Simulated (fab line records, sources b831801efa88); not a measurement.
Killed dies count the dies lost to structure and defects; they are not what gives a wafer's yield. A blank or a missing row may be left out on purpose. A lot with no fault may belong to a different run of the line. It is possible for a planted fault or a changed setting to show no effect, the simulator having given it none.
Which tool was responsible? ; flow gf180mcu ; 72 wafers from 24 lots sampled at 5 of the route's 602 steps

## WHAT EACH GAUGE READ, for each wafer
GF_V3_RS_MEAS_24: the measuring method here is four-point-probe. Usual: V3_W_RS typically reads 0.328 ohm/sq, with standard deviation 0.0031.
lot;measured;on;V3_W_RS (ohm/sq);flag
L074;day 22 11:03;film metro-03;0.329 0.329 0.333;
L075;day 22 18:33;film metro-01;0.330 0.327 0.326;
L076;day 23 02:13;film metro-03;0.330 0.329 0.325;
L077;day 23 13:23;film metro-03;0.324 0.324 0.325;
L078;day 23 19:40;film metro-01;0.325 0.329 0.324;
L079;day 24 07:38;film metro-01;0.327 0.325 0.323;
L080;day 24 16:24;film metro-02;0.331 0.330 0.326;
L081;day 24 21:52;film metro-02;0.331 0.329 0.326;
L082;day 25 07:29;film metro-03;0.324 0.326 0.325;
L083;day 25 14:08;film metro-01;0.331 0.323 0.329;
L084;day 25 23:07;film metro-03;0.327 0.327 0.327;
L085;day 26 10:12;film metro-01;0.324 0.325 0.326;
L086;day 26 17:04;film metro-03;0.329 0.330 0.328;
L087;day 27 00:02;film metro-02;0.329 0.331 0.334;
L088;day 27 05:46;film metro-03;0.330 0.333 0.329;
L089;day 27 08:22;film metro-03;0.328 0.332 0.333;
L090;day 27 21:49;film metro-03;0.322 0.326 0.324;
L091;day 27 23:22;film metro-03;0.326 0.332 0.328;
L092;day 28 10:33;film metro-01;0.325 0.326 0.323;
L093;day 28 14:57;film metro-02;0.321 0.323 0.325;
L094;day 28 19:07;film metro-01;0.330 0.327 0.327;
L095;day 29 04:24;film metro-03;0.329 0.325 0.331;
L096;day 29 10:49;film metro-03;0.328 0.331 0.329;
L097;day 29 22:49;film metro-01;0.331 0.333 0.328;

GF_V4_RS_MEAS_24: the measuring method here is four-point-probe. Usual: V4_W_RS typically reads 0.326 ohm/sq, with standard deviation 0.0033.
lot;measured;on;V4_W_RS (ohm/sq);flag
L074;day 24 11:38;film metro-04;0.328 0.328 0.323;
L075;day 24 18:20;film metro-01;0.324 0.320 0.325;
L076;day 25 02:13;film metro-04;0.326 0.327 0.328;
L077;day 25 12:06;film metro-04;0.326 0.325 0.327;
L078;day 25 17:43;film metro-04;0.333 0.327 0.333;
L079;day 26 05:11;film metro-02;0.326 0.327 0.327;
L080;day 26 13:16;film metro-04;0.330 0.328 0.328;
L081;day 26 18:40;film metro-02;0.327 0.330 0.330;
L082;day 27 04:01;film metro-01;0.332 0.332 0.330;
L083;day 27 10:38;film metro-04;0.325 0.321 0.323;
L084;day 27 18:52;film metro-02;0.320 0.322 0.322;
L085;day 28 05:35;film metro-01;0.325 0.331 0.329;
L086;day 28 12:25;film metro-04;0.326 0.321 0.325;
L087;day 28 19:05;film metro-04;0.323 0.322 0.320;
L088;day 28 23:36;film metro-04;0.325 0.332 0.328;
L089;day 29 02:43;film metro-04;0.321 0.323 0.325;
L090;day 29 14:36;film metro-04;0.324 0.325 0.327;
L091;day 29 17:10;film metro-01;0.324 0.322 0.325;
L092;day 30 03:24;film metro-04;0.326 0.330 0.328;
L093;day 30 08:13;film metro-01;0.323 0.323 0.323;
L094;day 30 11:45;film metro-04;0.324 0.320 0.325;
L095;day 30 20:24;film metro-04;0.322 0.320 0.324;
L096;day 31 02:49;film metro-01;0.327 0.329 0.327;
L097;day 31 13:11;film metro-02;0.324 0.326 0.327;

GF_MIM_THK_MEAS_06. Usual: MIM_CVD_05_THK typically reads 42.0 nm, with standard deviation 0.49.
lot;measured;on;MIM_CVD_05_THK (nm);flag
L074;day 24 12:23;film metro-01;41.7 42.4 42.6;
L075;day 24 19:02;film metro-03;42.4 42.9 43.0;
L076;day 25 02:57;film metro-03;42.0 42.2 42.5;
L077;day 25 12:49;film metro-03;41.4 41.2 41.7;
L078;day 25 18:27;film metro-01;41.7 42.7 42.9;
L079;day 26 05:55;film metro-04;41.7 41.9 42.2;
L080;day 26 13:59;film metro-03;41.5 41.9 42.7;
L081;day 26 19:24;film metro-04;41.6 41.1 42.2;
L082;day 27 04:44;film metro-01;41.8 41.6 41.2;
L083;day 27 11:21;film metro-04;41.3 41.3 42.1;
L084;day 27 19:36;film metro-01;42.5 42.1 42.7;
L085;day 28 06:32;film metro-03;41.1 41.1 42.1;
L086;day 28 13:16;film metro-01;41.6 41.5 42.5;
L087;day 28 19:48;film metro-04;41.6 42.5 42.5;
L088;day 29 00:19;film metro-01;41.9 42.0 42.7;
L089;day 29 03:26;film metro-04;41.7 42.3 42.6;
L090;day 29 15:20;film metro-03;41.5 41.7 41.9;
L091;day 29 17:55;film metro-04;41.6 41.5 42.6;
L092;day 30 04:07;film metro-03;41.5 42.0 42.0;
L093;day 30 08:56;film metro-01;41.4 42.0 42.4;
L094;day 30 12:29;film metro-04;41.9 41.3 42.4;
L095;day 30 21:07;film metro-03;41.5 42.0 42.5;
L096;day 31 03:32;film metro-03;41.7 40.9 41.5;
L097;day 31 13:55;film metro-04;41.5 41.4 42.0;

GF_MIM_RS_MEAS_10: the measuring method here is four-point-probe. Usual: MIM_ALCU_RS typically reads 0.1605 ohm/sq, with standard deviation 0.0012.
lot;measured;on;MIM_ALCU_RS (ohm/sq);flag
L074;day 24 12:33;film metro-03;0.1578 0.1590 0.1587;
L075;day 24 19:13;film metro-04;0.1605 0.1595 0.1614;
L076;day 25 03:07;film metro-04;0.1598 0.1591 0.1596;
L077;day 25 12:59;film metro-04;0.1601 0.1591 0.1590;
L078;day 25 18:37;film metro-01;0.1592 0.1624 0.1624;
L079;day 26 06:05;film metro-03;0.1609 0.1616 0.1599;
L080;day 26 14:09;film metro-01;0.1603 0.1616 0.1623;
L081;day 26 19:34;film metro-01;0.1611 0.1614 0.1616;
L082;day 27 04:54;film metro-03;0.1607 0.1615 0.1606;
L083;day 27 11:31;film metro-03;0.1603 0.1612 0.1607;
L084;day 27 19:46;film metro-04;0.1635 0.1604 0.1620;
L085;day 28 06:43;film metro-03;0.1599 0.1590 0.1583;
L086;day 28 13:29;film metro-01;0.1631 0.1621 0.1633;
L087;day 28 19:58;film metro-04;0.1588 0.1597 0.1573;
L088;day 29 00:29;film metro-04;0.1603 0.1592 0.1596;
L089;day 29 03:37;film metro-03;0.1617 0.1619 0.1624;
L090;day 29 15:29;film metro-01;0.1607 0.1601 0.1624;
L091;day 29 18:04;film metro-01;0.1621 0.1589 0.1595;
L092;day 30 04:17;film metro-03;0.1613 0.1596 0.1606;
L093;day 30 09:06;film metro-03;0.1612 0.1612 0.1609;
L094;day 30 12:38;film metro-04;0.1604 0.1616 0.1607;
L095;day 30 21:17;film metro-01;0.1599 0.1595 0.1602;
L096;day 31 03:43;film metro-01;0.1629 0.1607 0.1614;
L097;day 31 14:05;film metro-03;0.1606 0.1601 0.1606;

## TOOL THAT RAN EACH LOT (tool first, then ch and the chambers of the sampled wafers, then the start)
lot;GF_V3_CVD_02
L074;pecvd-04 ch 1,2, day 21 09:31
L075;pecvd-04 ch 0,1, day 21 16:55
L076;pecvd-02 ch 1,2, day 22 00:50
L077;pecvd-04 ch 0,2, day 22 12:53
L078;pecvd-04 ch 0,1,2, day 22 19:35
L079;pecvd-04 ch 0,1,2, day 23 08:05
L080;pecvd-04 ch 0,2, day 23 17:05
L081;pecvd-04 ch 0,2, day 23 22:39
L082;pecvd-02 ch 0,1, day 24 08:08
L083;pecvd-04 ch 0,1,2, day 24 15:29
L084;pecvd-02 ch 0,1, day 25 00:14
L085;pecvd-04 ch 1,2, day 25 11:32
L086;pecvd-04 ch 0,2, day 25 18:40
L087;pecvd-02 ch 1,2, day 26 01:35
L088;pecvd-04 ch 0,1, day 26 07:42
L089;pecvd-02 ch 0,1, day 26 10:38
L090;pecvd-04 ch 0,1,2, day 27 00:27
L091;pecvd-03 ch 0,1,2, day 27 02:08
L092;pecvd-02 ch 0,1,2, day 27 13:29
L093;pecvd-04 ch 0,1, day 27 17:38
L094;pecvd-02 ch 0,1,2, day 27 22:11
L095;pecvd-02 ch 0,1, day 28 07:13
L096;pecvd-02 ch 0,2, day 28 13:57
L097;pecvd-02 ch 0,2, day 29 02:19
- GF_V3_CVD_02: deposits SiO2 from TEOS, target thk 850 nm, time 94.851 s.

## AS READ BY THE TOOLS THEMSELVES (means over the sampled wafers that have a number; for cases with no such wafer, the mark the record gives instead)
GF_V3_CVD_02. Usual: heater power w at 614 W, with a standard deviation of 91.
lot;tool;heater power w (W);flag
L074;pecvd-04;565;
L075;pecvd-04;518;
L076;pecvd-02;608;
L077;pecvd-04;609;
L078;pecvd-04;564;
L079;pecvd-04;581;
L080;pecvd-04;605;
L081;pecvd-04;617;
L082;pecvd-02;650;
L083;pecvd-04;547;
L084;pecvd-02;734;
L085;pecvd-04;541;
L086;pecvd-04;570;
L087;pecvd-02;570;
L088;pecvd-04;524;
L089;pecvd-02;737;
L090;pecvd-04;603;
L091;pecvd-03;683;
L092;pecvd-02;617;
L093;pecvd-04;582;
L094;pecvd-02;668;
L095;pecvd-02;734;
L096;pecvd-02;597;
L097;pecvd-02;663;

## THE ANSWER, worked out from the rows above alone
Rule: a lot is off if the mean of its wafers that have a number lies more than 3 standard deviations from the usual mean. A lot without any number at a reading at which 4 lots or more have one is off too. The other lots that the step has rows for count as sound. First the gauges in route order, then the tools' own readings, where a lot's mean is used as printed above. The first step at which some lot is off is used, and at that step the reading that is off furthest; a lot without a number counts as furthest.
No lot is off on any of the readings shown, so nothing can be concluded from this.

## WHAT THE SIMULATOR PUT IN
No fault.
